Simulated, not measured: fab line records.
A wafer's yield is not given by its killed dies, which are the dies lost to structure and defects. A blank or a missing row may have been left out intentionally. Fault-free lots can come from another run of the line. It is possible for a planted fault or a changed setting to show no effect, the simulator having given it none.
Which of the tools did it?	flow sky130	33 wafers sampled from 11 lots at 1 step of a route of 708

WHAT EACH GAUGE READ, for each wafer
SKY_CAPM_OVL_MEAS_12.
lot	measured	on	CAPM_OVL (nm)
L245	day 37 18:41	overlay-01	0.2 -0.1 -0.7
L246	day 38 04:43	overlay-01	0.7 0.6 2.6
L248	day 38 23:04	overlay-02	-1.2 -0.7 -1.4
L249	day 39 00:02	overlay-02	-0.2 -1.6 -1.1
L253	day 40 00:11	overlay-01	0.0 0.3 0.4
L258	day 41 08:14	overlay-02	-0.7 0.7 -0.6
L259	day 42 00:58	overlay-01	-1.3 -1.4 -0.4
L261	day 42 16:13	overlay-01	-0.3 0.1 -1.9
L262	day 42 21:28	overlay-02	-0.7 -0.8 0.8
L264	day 43 01:07	overlay-02	0.3 -0.3 -0.2
L266	day 43 22:53	overlay-01	-0.7 0.6 0.0

WHAT TOOL EACH LOT RAN ON (gives the tool, then ch and the chambers of the sampled wafers, and finally the start)
The record holds no process step before these readings.

WHAT THE TOOLS THEMSELVES READ (means of the sampled wafers that have a number; where no wafer has one, the mark that the record gives instead)
The record holds no such reading with a usual standard deviation.

THE ANSWER, worked out from the rows above alone
Rule: usual is defined by the lots themselves. Put in order of their means at a reading, lots are off if they are a third of the lots or fewer, leave a main group of 4 or more, and stand apart from it by a gap of 3 or more times the standard deviation of the main group's means; of several such gaps the widest counts. A main group is skipped when, at the precision printed for the reading in the tables above, its means are all equal. A lot without any number at a reading at which 4 lots or more have one is off too. All remaining lots with rows at the step are treated as sound. Order of review: gauges by route order, followed by the tools' own readings, for which a lot's mean as printed above is used. The first step at which some lot is off is used, and at that step the reading that is off furthest; a lot without a number counts as furthest.
No lot is off at any reading shown: from this, nothing can be told.

WHAT HAD BEEN PUT IN BY THE SIMULATOR
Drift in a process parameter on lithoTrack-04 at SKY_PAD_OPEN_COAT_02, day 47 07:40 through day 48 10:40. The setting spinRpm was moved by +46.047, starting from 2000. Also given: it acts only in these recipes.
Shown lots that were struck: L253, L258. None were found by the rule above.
